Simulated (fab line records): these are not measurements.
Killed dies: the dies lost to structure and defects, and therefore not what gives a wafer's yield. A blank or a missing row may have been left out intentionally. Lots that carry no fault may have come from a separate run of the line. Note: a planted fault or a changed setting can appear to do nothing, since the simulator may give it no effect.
Matching of chambers -- flow gf180mcu -- 4 sister chambers for GF_V2_CMP_04 on cmp-02
The step polishes SiO2. 8 wafers are shown with their chamber, then 12 later ones without.

## WAFERS WITH THEIR CHAMBER
wafer,chamber,motor_current_A (A),slurry_filter_dp_kPa (kPa)
L084.2,3,10.6,13.58
L087.1,2,10.7,13.39
L089.1,0,15.8,13.52
L089.4,1,14.8,13.92
L089.6,0,15.7,13.58
L092.2,1,14.5,13.48
L092.4,2,11.0,13.48
L092.6,3,10.3,13.51

## WAFERS MISSING THEIR CHAMBER
wafer,motor_current_A (A),slurry_filter_dp_kPa (kPa)
L094.1,15.4,13.48
L094.5,16.5,13.52
L094.6,10.5,13.62
L095.1,10.7,13.54
L095.2,14.9,13.60
L095.3,16.8,13.52
L096.1,16.6,13.31
L096.3,11.5,13.55
L096.6,11.2,13.40
L097.1,9.8,13.59
L097.2,16.1,13.63
L097.3,14.7,13.61

## EACH ONE'S CHAMBER
wafer,from the rows above,in truth
L094.1,0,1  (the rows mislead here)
L094.5,0,0
L094.6,can't be placed: 3 or 2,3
L095.1,can't be placed: 2 or 3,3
L095.2,1,1
L095.3,0,0
L096.1,0,0
L096.3,2,2
L096.6,2,2
L097.1,3,3
L097.2,0,0
L097.3,1,1
Correct placement for 9 of the 12. From these rows, 2 cannot be placed; in 2 the true chamber is one of the candidates. Number placed wrongly: 1.
How it was worked out, from the rows above alone: a wafer's distance from a chamber is the root of the sum, over the readings, of the square of ((its reading less the chamber's mean) divided by the reading's scatter). If the next closest chamber is less than 2 further off than the closest, the wafer can't be placed; otherwise it belongs to the closest. A chamber's mean is the mean of its shown wafers. The scatter is the square root of a quotient: the sum, over the shown wafers, of each reading's squared deviation from its chamber's mean, divided by wafers minus chambers.
